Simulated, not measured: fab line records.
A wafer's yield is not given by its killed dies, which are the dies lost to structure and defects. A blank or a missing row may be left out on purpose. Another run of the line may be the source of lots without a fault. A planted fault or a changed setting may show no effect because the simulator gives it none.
Chamber matching    flow gf180mcu    cmp-02 running GF_V4_CMP_26: 4 sister chambers
The step polishes, stops on SiO2, t overpolish 15 s, target thk 0 nm. 8 wafers are shown with their chamber, then 7 later ones without.

## WAFERS WITH THEIR CHAMBER
wafer   chamber  motor_current_A (A)  time_to_endpoint_s (s)
L394.5  0        13.6                 79
L402.1  0        14.7                 82
L403.4  2        10.0                 92
L403.5  2        10.1                 94
L405.4  3        9.4                  85
L405.6  1        12.6                 92
L407.2  3        9.3                  86
L407.4  1        13.3                 92

## WAFERS WHOSE CHAMBER IS MISSING
wafer   motor_current_A (A)  time_to_endpoint_s (s)
L407.6  10.4                 93
L410.1  10.3                 90
L410.2  9.4                  87
L410.3  14.4                 83
L412.1  14.4                 78
L412.2  13.8                 85
L412.3  9.8                  90

## CHAMBER TAKEN BY EACH
wafer    from the rows above       in truth
L407.6   2                         2
L410.1   can't be placed: 2 or 3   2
L410.2   3                         3
L410.3   0                         0
L412.1   0                         0
L412.2   0                         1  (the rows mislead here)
L412.3   can't be placed: 2 or 3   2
Placed correctly: 4 of 7. Not placeable from these rows: 2 (in 2, the candidates include the true chamber). 1 placed wrongly.
How it was worked out, from the rows above alone: a wafer's distance from a chamber is the root of the sum, over the readings, of the square of ((its reading less the chamber's mean) divided by the reading's scatter). If the next closest chamber is less than 2 further off than the closest, the wafer can't be placed; otherwise it belongs to the closest. For every chamber, the mean is computed from those of its wafers that are shown. The scatter: take each reading less its chamber's mean, square it, sum over the shown wafers, divide by the number of wafers less the number of chambers, and take the root.
